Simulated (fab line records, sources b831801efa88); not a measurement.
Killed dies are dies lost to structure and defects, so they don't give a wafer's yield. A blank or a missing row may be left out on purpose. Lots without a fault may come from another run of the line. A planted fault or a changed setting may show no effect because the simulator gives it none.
fab line records | flow sky130
record lots=11 wafers=33 last_day=50
route steps=708 shown LOCAL_INTERCONNECT@398 CONTACT@406 PAD_OPEN@708
lots that met no fault: from a run of the same line without faults
start_h: hours from the record's first day to the start of the lot's first wafer shown | wait_h: hours since the lot's step before | " the same as in the row above | L1.1+2: a row that stands for several wafers | - no value, or no start given | * or withheld: withheld | < > ~ a bound
route shown NAME@n: a module of which the file shows steps, and the number in the route of the first | usual: mean/standard deviation of fault-free wafers | same: alike in all rows | chamber/n: place in a boat | sites: the reading at each site | _std_site: their standard deviation | _edge_site: outer sites' mean less inner sites' | radius_mm: how far each site lies from the wafer's centre | mask NAME#n: copy n | behind: the tool/chamber that last shaped the wafer | hold: why the lot was held/for how many hours/how that ended | device: the transistor (n, p or np) that didn't switch | end of line: the same wafers' tests at the end of the route | a step without rows: its recipe alone | killed: dies lost to structure and defects at the first sort, not the wafer's yield | map: a wafer's dies, x killed, . not, _ none there
set.NAME: the setting as run; set.NAME@STEP: as run at that earlier step | model.NAME: the simulator's own value behind a step, which no gauge read
steps of the route over a sample of lots; a table a step, a row a wafer
services: from which hour (start_h, from the record's first day; less than 0 if before it) a tool's chamber was out of use, for how many hours, and why
## steps
# step SKY_LOCAL_INTERCONNECT_CD_MEAS_11
# recipe target_cd_nm=170
# usual cd_nm=170.3/1.3
# columns lot.wafer tool chamber start_h wait_h cd_nm
L574.1 cd_sem-02 - 691.70 - 170.5
L574.3 " - " " 170.0
L574.5 " - " " 168.8
L575.2 cd_sem-02 - 699.12 - 172.1
L575.5 " - " " 171.5
L575.6 " - " " 172.3
L577.2 cd_sem-02 - 728.02 - 170.3
L577.4 " - " " 169.7
L577.5 " - " " 168.7
L578.1 cd_sem-01 - 737.68 - 168.6
L578.5 " - " " 169.2
L578.6 " - " " 169.1
L579.1 cd_sem-01 - 741.79 - 168.6
L579.3 " - " " 169.3
L579.4 " - " " 170.0
L584.1 cd_sem-01 - 784.69 - 171.1
L584.2 " - " " 171.6
L584.3 " - " " 170.8
L589.2 cd_sem-02 - 817.46 - 170.5
L589.5 " - " " 170.5
L589.6 " - " " 169.3
L591.3 cd_sem-02 - 829.62 - 169.4
L591.4 " - " " 168.9
L591.6 " - " " 171.4
L594.1 cd_sem-02 - 881.25 - 168.6
L594.3 " - " " 168.6
L594.4 " - " " 167.6
L592.2 cd_sem-01 - 882.71 - 172.7
L592.4 " - " " 173.2
L592.5 " - " " 171.6
L596.2 cd_sem-02 - 884.37 - 171.6
L596.3 " - " " 171.3
L596.6 " - " " 169.5
# step SKY_LOCAL_INTERCONNECT_STRIP_15
# recipe chemistry=O2/N2 power_w=1400 pressure_mtorr=1500 platen_temp_c=withheld o2_flow_sccm=3000 n2_flow_sccm=300 overash_fraction=0.5
# usual drypump_motor_current_A=5.8/0.36 oes_product_au=0.427/0.0047 strip_time_to_endpoint_s=4.720/0.017
# columns lot.wafer tool chamber start_h wait_h drypump_motor_current_A oes_product_au rf_hours_counter_h strip_time_to_endpoint_s
L574.1 plasma_asher-02 1 691.97 0.0 5.7 0.429 100 4.725
L574.3 " 0 " " 6.1 0.431 - 4.710
L574.5 " 0 " " 6.1 0.429 - 4.710
L575.2 plasma_asher-02 1 699.40 0.0 5.7 0.430 101 4.716
L575.5 " 0 " " 6.0 0.430 - 4.708
L575.6 " 1 " " 5.7 0.422 - 4.745
L577.2 plasma_asher-01 1 728.27 0.0 5.7 0.428 89 4.686
L577.4 " 1 " " 5.7 0.417 - 4.702
L577.5 " 0 " " 6.1 0.423 - 4.704
L578.1 plasma_asher-03 1 737.95 0.0 6.1 0.424 30 4.723
L578.5 " 1 " " 6.1 0.420 - 4.702
L578.6 " 0 " " 5.0 0.418 - 4.738
L579.1 plasma_asher-01 1 742.06 0.0 5.7 0.426 90 4.714
L579.3 " 1 " " 5.7 0.429 - 4.708
L579.4 " 0 " " 6.1 0.426 - 4.723
L584.1 plasma_asher-02 1 784.96 0.0 5.7 0.427 4 4.704
L584.2 " 0 " " 6.1 0.429 4 4.715
L584.3 " 0 " " 6.1 0.429 - 4.699
L589.2 plasma_asher-02 1 817.82 0.1 5.8 0.427 7 4.722
L589.5 " 0 " " 6.1 0.431 - 4.721
L589.6 " 1 " " 5.8 0.432 - 4.729
L591.3 plasma_asher-02 1 829.89 0.1 5.7 0.431 - 4.705
L591.4 " 0 " " 6.0 0.424 - 4.733
L591.6 " 1 " " 5.7 0.423 - 4.729
L594.1 plasma_asher-03 1 881.52 0.0 6.1 0.434 42 4.702
L594.3 " 0 " " 5.0 0.433 - 4.709
L594.4 " 1 " " 6.1 0.421 - 4.707
L592.2 plasma_asher-01 1 882.96 0.0 5.7 0.427 104 4.728
L592.4 " 1 " " 5.7 0.428 - 4.721
L592.5 " 0 " " 6.1 0.418 - 4.725
L596.2 plasma_asher-01 1 884.62 0.0 5.7 0.428 104 4.711
L596.3 " 1 " " 5.7 0.424 - 4.716
L596.6 " 1 " " 5.7 0.422 - 4.728
# step SKY_CONTACT_CVD_00
# recipe material=Si3N4 target_thk_nm=75 temp_c=400 time_s=withheld rf_w=450
# usual heater_power_w=739/74
# columns lot.wafer tool chamber start_h wait_h heater_power_w
L574.1 pecvd-04 0 692.57 0.0 709
L574.3 " 1 " " 665
L574.5 " 1 " " 675
L575.2 pecvd-04 0 700.00 0.0 846
L575.5 " 1 " " 713
L575.6 " 2 " " 688
L577.2 pecvd-02 1 729.01 0.0 605
L577.4 " 0 " " 698
L577.5 " 2 " " 682
L578.1 pecvd-02 0 738.62 0.0 797
L578.5 " 2 " " 642
L578.6 " 0 " " 780
L579.1 pecvd-04 0 742.69 0.0 797
L579.3 " 2 " " 743
L579.4 " 0 " " 807
L584.1 pecvd-02 0 785.56 0.0 684
L584.2 " 1 " " 676
L584.3 " 2 " " 664
L589.2 pecvd-04 0 818.46 0.0 854
L589.5 " 2 " " 771
L589.6 " 0 " " 858
L591.3 pecvd-04 2 830.47 0.0 739
L591.4 " 0 " " 807
L591.6 " 2 " " 745
L594.1 pecvd-03 2 882.15 0.0 832
L594.3 " 0 " " 832
L594.4 " 1 " " 688
L592.2 pecvd-02 2 883.60 0.0 747
L592.4 " 2 " " 746
L592.5 " 1 " " 597
L596.2 pecvd-03 2 885.22 0.0 850
L596.3 " 1 " " 692
L596.6 " 2 " " 851
# step SKY_CONTACT_THK_MEAS_01
# recipe reads=Si3N4_of_CONTACT_CVD_00
# usual CONTACT_CVD_00_THK=75.0/0.86
# columns lot.wafer tool chamber start_h wait_h CONTACT_CVD_00_THK[nm]
L574.1 film_metro-04 - 692.60 - 73.3
L574.3 " - " " 74.3
L574.5 " - " " 75.6
L575.2 film_metro-01 - 700.04 - 74.5
L575.5 " - " " 74.9
L575.6 " - " " 74.9
L577.2 film_metro-02 - 729.06 - 72.9
L577.4 " - " " 74.2
L577.5 " - " " 74.5
L578.1 film_metro-01 - 738.66 - 74.7
L578.5 " - " " 75.8
L578.6 " - " " 74.8
L579.1 film_metro-02 - 742.72 - 74.4
L579.3 " - " " 75.6
L579.4 " - " " 75.4
L584.1 film_metro-02 - 785.60 - 74.0
L584.2 " - " " 73.7
L584.3 " - " " 73.1
L589.2 film_metro-02 - 818.52 - 24.7
L589.5 " - " " 75.5
L589.6 " - " " 24.6
L591.3 film_metro-04 - 830.52 - 75.6
L591.4 " - " " 25.3
L591.6 " - " " 75.5
L594.1 film_metro-04 - 882.18 - 74.3
L594.3 " - " " 74.4
L594.4 " - " " 75.4
L592.2 film_metro-02 - 883.64 - 72.7
L592.4 " - " " 74.8
L592.5 " - " " 75.7
L596.2 film_metro-02 - 885.27 - 74.8
L596.3 " - " " 75.3
L596.6 " - " " 76.8
# step SKY_CONTACT_CD_MEAS_14
# recipe target_cd_nm=170
# usual cd_nm=170.1/1.4
# columns lot.wafer tool chamber start_h wait_h cd_nm
L574.1 cd_sem-01 - 719.09 - 168.8
L574.3 " - " " 169.3
L574.5 " - " " 169.4
L575.2 cd_sem-01 - 725.01 - 168.9
L575.5 " - " " 167.5
L575.6 " - " " 171.0
L577.2 cd_sem-02 - 756.96 - 167.6
L577.4 " - " " 168.6
L577.5 " - " " 169.1
L578.1 cd_sem-02 - 765.99 - 170.0
L578.5 " - " " 170.2
L578.6 " - " " 168.9
L579.1 cd_sem-02 - 769.70 - 170.9
L579.3 " - " " 170.2
L579.4 " - " " 169.6
L584.1 cd_sem-01 - 811.00 - 170.3
L584.2 " - " " 171.3
L584.3 " - " " 171.6
L589.2 cd_sem-02 - 844.61 - 171.4
L589.5 " - " " 171.9
L589.6 " - " " 171.9
L591.3 cd_sem-02 - 856.63 - 167.9
L591.4 " - " " 167.6
L591.6 " - " " 167.9
L594.1 cd_sem-01 - 907.44 - 170.5
L594.3 " - " " 170.0
L594.4 " - " " 170.3
L592.2 cd_sem-01 - 908.91 - 170.1
L592.4 " - " " 170.1
L592.5 " - " " 169.7
L596.2 cd_sem-01 - 911.16 - 169.0
L596.3 " - " " 167.4
L596.6 " - " " 167.7
# step SKY_CONTACT_ETCH_18
# recipe target=Si3N4 chemistry=CHF3/O2 stop_on=TiN source_w=600 bias_w=200 pressure_mtorr=40 chf3_flow_sccm=50 O2_flow_sccm=5 time_s=39 target_depth_a=750
# usual drypump_motor_current_A=5.9/0.32 oes_product_au=0.855/0.0067 throttle_valve_pct=8.793/0.0092
# columns lot.wafer tool chamber start_h wait_h drypump_motor_current_A oes_product_au rf_hours_counter_h throttle_valve_pct
L574.1 rie_diel-04 0 - - 5.8 0.853 14 8.779
L574.3 " 1 " " 5.4 0.851 8 8.783
L574.5 " 3 " " 5.9 0.857 - 8.783
L575.2 rie_diel-01 0 - - 5.5 0.858 6 8.796
L575.5 " 0 " " 5.5 0.844 - 8.800
L575.6 " 3 " " 5.6 0.846 - 8.786
L577.2 rie_diel-04 0 - - 5.8 0.836 15 8.772
L577.4 " 3 " " 5.9 0.849 19 8.795
L577.5 " 3 " " 5.9 0.851 - 8.797
L578.1 rie_diel-01 1 - - 6.1 0.858 8 8.799
L578.5 " 3 " " 5.6 0.850 - 8.800
L578.6 " 0 " " 5.5 0.852 - 8.788
L579.1 rie_diel-01 0 - - 5.5 0.861 7 8.785
L579.3 " 3 " " 5.6 0.854 5 8.794
L579.4 " 2 " " 6.2 0.861 4 8.782
L584.1 rie_diel-04 2 - - 6.3 0.849 17 8.783
L584.2 " 1 " " 5.4 0.851 10 8.799
L584.3 " 0 " " 5.8 0.847 16 8.782
L589.2 rie_diel-01 1 - - 6.1 0.537 10 8.724
L589.5 " 1 " " 6.1 0.853 - 8.784
L589.6 " 2 " " 6.3 0.534 - 8.702
L591.3 rie_diel-01 3 - - 5.6 0.858 8 8.788
L591.4 " 2 " " 6.2 0.538 7 8.704
L591.6 " 3 " " 5.6 0.864 - 8.800
L594.1 rie_diel-04 3 - - 5.9 0.844 24 8.788
L594.3 " 2 " " 6.3 0.844 21 8.798
L594.4 " 0 " " 5.8 0.860 20 8.799
L592.2 rie_diel-01 1 - - 6.1 0.848 13 8.802
L592.4 " 0 " " 5.5 0.859 12 8.788
L592.5 " 0 " " 5.5 0.867 - 8.809
L596.2 rie_diel-01 0 - - 5.5 0.853 12 8.791
L596.3 " 2 " " 6.2 0.857 9 8.784
L596.6 " 0 " " 5.5 0.868 - 8.805
# step SKY_PAD_OPEN_PROBE_99
# usual killed_at_M0_to_M3=43/7.3 killed_at_M4_up=3.1/1.7 killed_at_contacts=24/4.7 killed_at_front_end=15/4.6 killed_at_other=0.3/0.55 killed_dies=86/9.7 killed_open=47/6.7 killed_short=39/6.5
# same gross_dies=492 killed_at_back_side=0
# columns lot.wafer tool chamber start_h wait_h killed_at_M0_to_M3 killed_at_M4_up killed_at_contacts killed_at_front_end killed_at_other killed_dies killed_open killed_short
L578.1 prober-02 - 1099.37 0.1 40 2 31 16 0 89 50 39
L578.5 prober-02 - 1099.57 0.2 29 4 28 19 0 80 43 37
L578.6 prober-02 - 1099.62 0.2 39 4 30 13 0 86 49 37
L579.1 prober-02 - 1100.75 0.1 51 2 25 19 0 97 49 48
L579.3 prober-02 - 1100.85 0.2 34 3 28 19 0 84 42 42
L579.4 prober-02 - 1100.90 0.2 40 2 18 14 0 74 39 35
L589.2 prober-02 - 1154.29 0.1 52 2 18 17 0 89 49 40
L589.5 prober-02 - 1154.44 0.2 42 6 19 21 0 88 42 46
L589.6 prober-02 - 1154.49 0.2 45 5 27 15 0 92 48 44
L591.3 prober-02 - 1163.76 0.2 32 5 20 12 0 69 41 28
L591.4 prober-02 - 1163.81 0.2 44 4 27 12 2 89 42 47
L591.6 prober-02 - 1163.91 0.2 46 4 25 11 0 86 44 42
L592.2 prober-02 - 1198.39 0.1 55 3 25 11 1 95 49 46
L592.4 prober-02 - 1198.49 0.2 39 4 21 16 0 80 54 26
L592.5 prober-02 - 1198.54 0.2 39 7 30 16 0 92 61 31
L596.2 prober-01 - 1200.22 0.1 44 0 20 17 0 81 50 31
L596.3 prober-01 - 1200.27 0.2 38 2 28 15 1 84 46 38
L596.6 prober-01 - 1200.42 0.2 39 2 26 20 0 87 36 51
# killed by level:class
L578.1 CONTACT:geometric_particle:open=11 VIA1:geometric_particle:open=8 LI_CONTACT:geometric_particle:open=7 VIA3:geometric_particle:open=7 LOCAL_INTERCONNECT:geometric_particle:short=6 POLY_GATE:geometric_particle:short=5 POLY_GATE:geometric_particle:open=5 VIA1:geometric_particle:short=5
L578.5 CONTACT:geometric_particle:open=11 METAL1:geometric_particle:short=9 VIA1:geometric_particle:open=8 LI_CONTACT:geometric_particle:open=7 CONTACT:geometric_particle:short=6 POLY_GATE:geometric_particle:open=5 FIELD_ISO:geometric_particle:open=4 POLY_GATE:geometric_particle:short=4
L578.6 CONTACT:geometric_particle:open=12 VIA1:geometric_particle:open=11 LI_CONTACT:geometric_particle:open=7 METAL2:geometric_particle:short=6 VIA3:geometric_particle:open=5 METAL3:geometric_particle:short=4 POLY_GATE:geometric_particle:short=4 LOCAL_INTERCONNECT:geometric_particle:short=4
L579.1 VIA1:geometric_particle:short=9 CONTACT:geometric_particle:open=9 VIA1:geometric_particle:open=9 METAL1:geometric_particle:short=8 VIA2:geometric_particle:open=8 FIELD_ISO:geometric_particle:open=7 LOCAL_INTERCONNECT:geometric_particle:short=5 CONTACT:geometric_particle:short=5
L579.3 CONTACT:geometric_particle:open=12 CONTACT:geometric_particle:short=8 VIA1:geometric_particle:open=8 FIELD_ISO:geometric_particle:short=6 VIA2:geometric_particle:open=6 VIA1:geometric_particle:short=6 LI_CONTACT:geometric_particle:open=5 METAL1:geometric_particle:short=4
L579.4 VIA1:geometric_particle:open=12 VIA2:geometric_particle:open=6 FIELD_ISO:geometric_particle:short=5 LOCAL_INTERCONNECT:geometric_particle:short=5 VIA1:geometric_particle:short=4 CONTACT:geometric_particle:open=4 VIA3:geometric_particle:short=4 METAL3:geometric_particle:short=4
L589.2 VIA1:geometric_particle:open=15 VIA3:geometric_particle:open=8 METAL1:geometric_particle:short=7 CONTACT:geometric_particle:open=6 LI_CONTACT:geometric_particle:open=5 VIA1:geometric_particle:short=5 VIA2:geometric_particle:short=5 FIELD_ISO:geometric_particle:open=4
L589.5 VIA2:geometric_particle:open=8 CONTACT:geometric_particle:open=7 FIELD_ISO:geometric_particle:short=6 VIA1:geometric_particle:open=6 METAL2:geometric_particle:short=6 METAL1:geometric_particle:short=5 METAL4:geometric_particle:short=5 FIELD_ISO:geometric_particle:open=4
L589.6 VIA1:geometric_particle:open=13 CONTACT:geometric_particle:open=11 METAL1:geometric_particle:short=7 POLY_GATE:geometric_particle:short=6 CONTACT:geometric_particle:short=6 VIA3:geometric_particle:open=6 METAL2:geometric_particle:short=5 VIA2:geometric_particle:open=5
L591.3 VIA1:geometric_particle:open=9 CONTACT:geometric_particle:open=8 VIA3:geometric_particle:open=6 LI_CONTACT:geometric_particle:open=5 CONTACT:geometric_particle:short=5 POLY_GATE:geometric_particle:open=4 METAL2:geometric_particle:short=4 METAL1:geometric_particle:short=4
L591.4 VIA1:geometric_particle:short=10 CONTACT:geometric_particle:open=8 LI_CONTACT:geometric_particle:open=7 VIA1:geometric_particle:open=7 CONTACT:geometric_particle:short=6 VIA3:geometric_particle:open=6 METAL2:geometric_particle:short=5 VIA2:geometric_particle:open=5
L591.6 CONTACT:geometric_particle:open=9 LI_CONTACT:geometric_particle:open=8 VIA1:geometric_particle:open=8 METAL1:geometric_particle:short=7 VIA1:geometric_particle:short=6 METAL3:geometric_particle:short=5 VIA2:geometric_particle:open=4 METAL2:geometric_particle:short=4
L592.2 VIA1:geometric_particle:open=9 METAL1:geometric_particle:short=8 VIA3:geometric_particle:open=8 CONTACT:geometric_particle:open=7 LI_CONTACT:geometric_particle:open=7 VIA2:geometric_particle:open=6 VIA2:geometric_particle:short=5 CONTACT:geometric_particle:short=5
L592.4 LI_CONTACT:geometric_particle:open=10 VIA1:geometric_particle:open=8 VIA3:geometric_particle:open=7 CONTACT:geometric_particle:open=7 VIA2:geometric_particle:open=7 FIELD_ISO:geometric_particle:short=6 METAL1:geometric_particle:short=6 FIELD_ISO:geometric_particle:open=5
L592.5 VIA1:geometric_particle:open=14 CONTACT:geometric_particle:open=9 LI_CONTACT:geometric_particle:open=8 VIA2:geometric_particle:open=8 FIELD_ISO:geometric_particle:open=6 CONTACT:geometric_particle:short=6 VIA3:geometric_particle:open=6 METAL4:geometric_particle:short=5
L596.2 VIA1:geometric_particle:open=16 VIA2:geometric_particle:open=8 CONTACT:geometric_particle:open=7 LI_CONTACT:geometric_particle:open=6 METAL1:geometric_particle:short=6 POLY_GATE:geometric_particle:short=5 POLY_GATE:geometric_particle:open=4 METAL2:geometric_particle:short=4
L596.3 CONTACT:geometric_particle:open=12 VIA1:geometric_particle:open=9 CONTACT:geometric_particle:short=8 LI_CONTACT:geometric_particle:open=7 VIA2:geometric_particle:open=6 FIELD_ISO:geometric_particle:short=5 METAL2:geometric_particle:short=5 POLY_GATE:geometric_particle:short=4
L596.6 METAL2:geometric_particle:short=11 VIA1:geometric_particle:open=9 POLY_GATE:geometric_particle:short=7 LOCAL_INTERCONNECT:geometric_particle:short=6 CONTACT:geometric_particle:open=6 LI_CONTACT:geometric_particle:open=5 VIA1:geometric_particle:short=5 FIELD_ISO:geometric_particle:short=4
## services
# columns tool chamber start_h hours kind
pecvd-04 2 670.61 5.4 repair
rie_diel-04 0 671.98 6.4 repair
pecvd-02 - 672.47 0.5 repair
pecvd-04 - 678.61 1.1 repair
rie_diel-04 1 685.92 6.4 repair
pecvd-02 0 720.25 5.4 repair
rie_diel-04 0 732.69 9.7 repair
plasma_asher-02 - 733.75 9.0 pm
rie_diel-04 - 737.18 0.6 repair
pecvd-04 - 739.67 1.0 repair
rie_diel-01 - 742.65 2.8 pm
plasma_asher-02 - 744.18 2.7 repair
plasma_asher-01 - 749.83 0.6 repair
rie_diel-01 3 750.11 1.7 repair
rie_diel-01 2 750.57 6.7 repair
rie_diel-01 0 751.10 2.6 repair
rie_diel-04 - 761.04 0.3 repair
rie_diel-04 1 788.64 5.3 repair
pecvd-04 - 801.51 2.8 pm
pecvd-04 0 819.16 1.9 repair
pecvd-04 0 823.25 2.0 repair
pecvd-04 - 840.70 0.8 pm
rie_diel-01 - 843.05 1.0 repair
pecvd-04 - 871.40 0.9 repair
## key
first_sign step=SKY_CONTACT_THK_MEAS_01 reading=CONTACT_CVD_00_THK direction=down sigmas=58 usual=75.0 struck=24.8
effect step=SKY_CONTACT_ETCH_18 reading=oes_product_au direction=down sigmas=48 usual=0.855 struck=0.537
met_at SKY_CONTACT_CVD_00
struck_lots L589,L591
struck_wafers L589.2,L589.6,L591.4
tester_left_out L589,L591
not_acting_at SKY_LOCAL_INTERCONNECT_CD_MEAS_11,SKY_LOCAL_INTERCONNECT_STRIP_15,SKY_CONTACT_CD_MEAS_14
onset_between 742.69 818.46
fault kind=process_parameter_drift tool=pecvd-04 chamber=0 onset_h=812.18 steps=SKY_CONTACT_CVD_00 channel=time_s offset=withheld shape=step end_h=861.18 acts_in=*
# tester_left_out: of these lots the tester's yield and bins aren't shown, on N5 and GAA mostly nor the transistor test; their killed dies are dies lost to structure and defects alone, not to doping, threshold or leakage, so they don't give the yield
